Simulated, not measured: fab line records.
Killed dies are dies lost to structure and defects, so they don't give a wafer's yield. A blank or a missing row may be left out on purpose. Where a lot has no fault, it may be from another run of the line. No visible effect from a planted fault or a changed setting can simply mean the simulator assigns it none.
fab line records    flow gf180mcu    part 2 of 2: steps 27 to 36 of 36
record: lots: 5  wafers: 15  last_day: 32
route steps=602 shown HV_LDD@226 NSD@235 PSD@248
lots untouched by any fault: they come from a run of this same line in which no faults occurred
start_h: hours from the record's first day to the start of the lot's first wafer shown    wait_h: how many hours have passed since the lot's step before this one    " identical to the entry in the row above    L1.1+2: a single row standing in for several wafers    - either no value or no given start    * or withheld: withheld    < > ~ a bound
route shown NAME@n: NAME is a module with steps in the file, n the number in the route of the first one    usual: mean and standard deviation over wafers with no fault    same: alike in all rows    chamber/n: place in a boat    sites: readings site by site    _std_site: their standard deviation    _edge_site: inner sites' mean taken away from outer sites' mean    radius_mm: how far each site lies from the wafer's centre    mask NAME#n: copy n    behind: the tool/chamber that last shaped the wafer    hold: reason for holding the lot/hours on hold/outcome of the hold    device: transistor that didn't switch, given as n, p or np    end of line: the route-end tests of the same wafers    for a step that has no rows: nothing shown but its recipe    killed: count of dies lost to structure and defects at first sort (not the wafer's yield)    map: a wafer's dies, x killed, . not, _ none there
set.NAME: setting as actually run; set.NAME@STEP: the setting as run at that earlier step    model.NAME: the simulator's own value behind a step, which no gauge read
lots at some steps of the route; a table a step, a row a wafer
services: the hour from which a tool's chamber was out of use, counted from the record's first day as start_h (under 0 if before that day), plus the number of hours and why
== steps ==
step: GF_PSD_EXPOSE_04
recipe: mask_id: Pplus  target_cd_nm: 400  na: 0.6  source_shape: conventional  sigma_outer: 0.6  dose_mj: 140
lot.wafer   tool              chamber  start_h  wait_h  mask
L074.3+5+6  iline_stepper-02  0        -        -       Pplus#0
L076.1+3+5  iline_stepper-01  0        -        -       Pplus#0
L079.1+2+5  iline_stepper-02  0        -        -       Pplus#0
L087.1+3+4  iline_stepper-01  0        -        -       Pplus#0
L089.2+3+4  iline_stepper-01  0        -        -       Pplus#0
step: GF_PSD_PEB_05
recipe: temp_c: withheld  time_s: *  resist: NOVOLAK
usual: resist_line_temp_C: *
lot.wafer  tool            chamber  start_h  wait_h  resist_line_temp_C
L074.3     litho_track-02  0        -        -       *
L074.5     "               0        "        "       *
L074.6     "               0        "        "       *
L076.1     litho_track-02  0        -        -       *
L076.3     "               0        "        "       *
L076.5     "               0        "        "       *
L079.1     litho_track-04  0        -        -       *
L079.2     "               0        "        "       *
L079.5     "               0        "        "       *
L087.1     litho_track-02  0        -        -       *
L087.3     "               0        "        "       *
L087.4     "               0        "        "       *
L089.2     litho_track-04  0        -        -       *
L089.3     "               0        "        "       *
L089.4     "               0        "        "       *
step: GF_PSD_DEVELOP_06
recipe: develop_time_s: 60  dev_temp_c: 23
usual: resist_line_temp_C: 23.02/0.1
lot.wafer  tool            chamber  start_h  wait_h  resist_line_temp_C
L074.3     litho_track-02  0        323.58   0.1     22.92
L074.5     "               0        "        "       23.02
L074.6     "               0        "        "       23.00
L076.1     litho_track-02  0        335.03   0.1     22.97
L076.3     "               0        "        "       22.96
L076.5     "               0        "        "       22.90
L079.1     litho_track-04  0        360.01   0.1     22.96
L079.2     "               0        "        "       23.08
L079.5     "               0        "        "       23.13
L087.1     litho_track-02  0        429.97   0.1     23.14
L087.3     "               0        "        "       23.12
L087.4     "               0        "        "       23.12
L089.2     litho_track-04  0        445.23   0.1     23.16
L089.3     "               0        "        "       23.14
L089.4     "               0        "        "       22.99
step: GF_PSD_CD_MEAS_07
recipe: target_cd_nm: 400
usual: cd_nm: 400.0/2.7
lot.wafer  tool       chamber  start_h  wait_h  cd_nm
L074.3     cd_sem-02  -        323.72   0.1     405.0
L074.5     "          -        "        "       405.7
L074.6     "          -        "        "       401.3
L076.1     cd_sem-01  -        335.18   0.1     404.7
L076.3     "          -        "        "       401.3
L076.5     "          -        "        "       401.6
L079.1     cd_sem-01  -        360.23   0.2     399.0
L079.2     "          -        "        "       397.3
L079.5     "          -        "        "       397.5
L087.1     cd_sem-01  -        430.12   0.1     395.7
L087.3     "          -        "        "       396.5
L087.4     "          -        "        "       398.4
L089.2     cd_sem-01  -        445.37   0.1     398.6
L089.3     "          -        "        "       401.6
L089.4     "          -        "        "       402.7
step: GF_PSD_OVL_MEAS_08
usual: PSD_OVL: -0.4/1.5
lot.wafer  tool        chamber  start_h  wait_h  PSD_OVL[nm]
L074.3     overlay-01  -        323.81   0.1     0.0
L074.5     "           -        "        "       0.8
L074.6     "           -        "        "       0.2
L076.1     overlay-02  -        335.30   0.1     0.0
L076.3     "           -        "        "       -0.9
L076.5     "           -        "        "       -0.6
L079.1     overlay-01  -        360.35   0.1     0.2
L079.2     "           -        "        "       1.5
L079.5     "           -        "        "       2.0
L087.1     overlay-01  -        430.24   0.1     -0.7
L087.3     "           -        "        "       1.3
L087.4     "           -        "        "       -0.8
L089.2     overlay-01  -        445.48   0.1     0.6
L089.3     "           -        "        "       2.8
L089.4     "           -        "        "       3.2
step: GF_PSD_IMPLANT_09
recipe: species: BF2  energy_kev: 40  dose_cm2: 1.5e+15  tilt_deg: 7
usual: dose_ions_cm2: 1.4997e+15/1.5e+12
lot.wafer  tool          chamber  start_h  wait_h  dose_ions_cm2
L074.3     implanter-03  0        323.88   0.1     1.4996e+15
L074.5     "             0        "        "       1.5001e+15
L074.6     "             0        "        "       1.5009e+15
L076.1     implanter-03  0        335.33   0.0     1.4997e+15
L076.3     "             0        "        "       1.5e+15
L076.5     "             0        "        "       1.5006e+15
L079.1     implanter-01  0        360.38   0.0     1.4983e+15
L079.2     "             0        "        "       1.4985e+15
L079.5     "             0        "        "       1.499e+15
L087.1     implanter-04  0        430.28   0.0     1.5008e+15
L087.3     "             0        "        "       1.4979e+15
L087.4     "             0        "        "       1.4968e+15
L089.2     implanter-04  0        445.54   0.0     1.4997e+15
L089.3     "             0        "        "       1.5002e+15
L089.4     "             0        "        "       1.5006e+15
step: GF_PSD_STRIP_10
recipe: chemistry: O2/N2  power_w: 1400  pressure_mtorr: 1500  platen_temp_c: 250  o2_flow_sccm: 3000  n2_flow_sccm: 300  overash_fraction: 0.5
usual: drypump_motor_current_A: 5.9/0.5  heater_power_w: 306/22  n2_flow_sccm: 300.0/0.91  oes_product_au: 0.591/0.0041  strip_time_to_endpoint_s: 16.54/0.041
lot.wafer  tool             chamber  start_h  wait_h  drypump_motor_current_A  heater_power_w  n2_flow_sccm  oes_product_au  rf_hours_counter_h  strip_time_to_endpoint_s
L074.3     plasma_asher-01  0        324.02   0.1     6.2                      288             300.6         0.594           -                   16.50
L074.5     "                0        "        "       6.2                      286             301.5         0.598           -                   16.49
L074.6     "                1        "        "       5.8                      305             300.3         0.596           -                   16.48
L076.1     plasma_asher-02  1        335.48   0.1     5.4                      323             301.3         0.586           68                  16.53
L076.3     "                0        "        "       6.5                      292             300.4         0.586           -                   16.58
L076.5     "                1        "        "       5.4                      317             300.6         0.592           -                   16.57
L079.1     plasma_asher-01  0        360.53   0.1     6.2                      281             299.6         0.591           74                  16.50
L079.2     "                1        "        "       5.8                      299             300.0         0.589           74                  16.50
L079.5     "                0        "        "       6.2                      287             299.5         0.588           -                   16.48
L087.1     plasma_asher-02  1        430.43   0.1     5.4                      309             300.4         0.591           0                   16.56
L087.3     "                0        "        "       6.5                      285             300.6         0.593           -                   16.58
L087.4     "                1        "        "       5.4                      311             300.6         0.590           -                   16.57
L089.2     plasma_asher-01  1        445.66   0.1     5.8                      298             299.5         0.595           83                  16.62
L089.3     "                0        "        "       6.2                      282             300.0         0.592           -                   16.54
L089.4     "                1        "        "       5.8                      298             299.9         0.589           -                   16.52
step: GF_PSD_TW_MEAS_11
usual: PSD_TW: 3157/28
lot.wafer  tool           chamber  start_h  wait_h  PSD_TW
L074.3     film_metro-03  -        324.10   0.1     3143
L074.5     "              -        "        "       3129
L074.6     "              -        "        "       3132
L076.1     film_metro-04  -        335.58   0.1     3146
L076.3     "              -        "        "       3150
L076.5     "              -        "        "       3144
L079.1     film_metro-02  -        360.63   0.1     3159
L079.2     "              -        "        "       3166
L079.5     "              -        "        "       3173
L087.1     film_metro-03  -        430.53   0.1     3148
L087.3     "              -        "        "       3158
L087.4     "              -        "        "       3155
L089.2     film_metro-03  -        445.77   0.1     3110
L089.3     "              -        "        "       3126
L089.4     "              -        "        "       3142
step: GF_PSD_CLEAN_12
recipe: chemistry: SC1/SC2  mix: 1:4:20  temp_c: 70  time_s: 150  dry: n2_spin
lot.wafer   tool          chamber  start_h  wait_h
L074.3+5+6  wet_bench-02  1        324.14   0.0
L076.1+3+5  wet_bench-02  0        335.64   0.1
L079.1+2+5  wet_bench-04  3        360.69   0.1
L087.1+3+4  wet_bench-04  2        430.59   0.1
L089.2+3+4  wet_bench-04  1        445.82   0.0
step: GF_PSD_RTA_13
recipe: temp_c: 1025  time_s: 20  ambient: N2
usual: lamp_power_pct: 36.6/0.99  wafer_temp_C_max: 1030.3/2.4
lot.wafer  tool           chamber  start_h  wait_h  lamp_power_pct  wafer_temp_C_max
L074.3     rtp_anneal-02  0        324.22   0.0     37.4            1029.6
L074.5     "              0        "        "       37.5            1028.1
L074.6     "              0        "        "       37.5            1028.9
L076.1     rtp_anneal-02  0        335.69   0.0     37.5            1028.0
L076.3     "              0        "        "       37.5            1027.6
L076.5     "              0        "        "       37.6            1027.8
L079.1     rtp_anneal-02  0        360.74   0.0     37.5            1027.6
L079.2     "              0        "        "       37.5            1027.5
L079.5     "              0        "        "       37.5            1028.8
L087.1     rtp_anneal-01  0        430.64   0.0     35.5            1034.7
L087.3     "              0        "        "       35.5            1033.6
L087.4     "              0        "        "       35.5            1031.6
L089.2     rtp_anneal-01  0        445.88   0.0     35.5            1032.0
L089.3     "              0        "        "       35.6            1033.1
L089.4     "              0        "        "       35.5            1031.8
== services ==
tool              chamber  start_h  hours  kind
rie_diel-02       0        262.98   13.2   repair
lpcvd-02          -        266.12   6.0    pm
lpcvd-02          -        272.90   0.9    repair
implanter-03      -        273.50   2.2    repair
iline_stepper-01  -        276.34   11.1   repair
implanter-02      -        280.40   8.7    pm
rie_diel-02       3        287.04   10.2   repair
iline_stepper-01  -        311.67   12.8   repair
iline_stepper-01  -        323.86   0.9    repair
implanter-04      -        326.95   2.4    repair
implanter-03      -        327.07   2.2    repair
implanter-04      -        335.63   2.9    pm
implanter-02      -        339.57   3.3    pm
rie_diel-02       1        342.91   7.0    repair
iline_stepper-01  -        344.98   4.4    pm
iline_stepper-01  -        357.59   1.7    pm
wet_bench-02      -        364.02   3.2    repair
iline_stepper-02  -        372.76   4.4    pm
lpcvd-01          -        377.04   0.5    repair
implanter-02      -        397.13   3.2    repair
iline_stepper-01  -        398.68   1.4    repair
implanter-02      -        404.92   1.5    repair
iline_stepper-02  -        413.41   1.7    pm
plasma_asher-02   -        421.25   9.0    pm
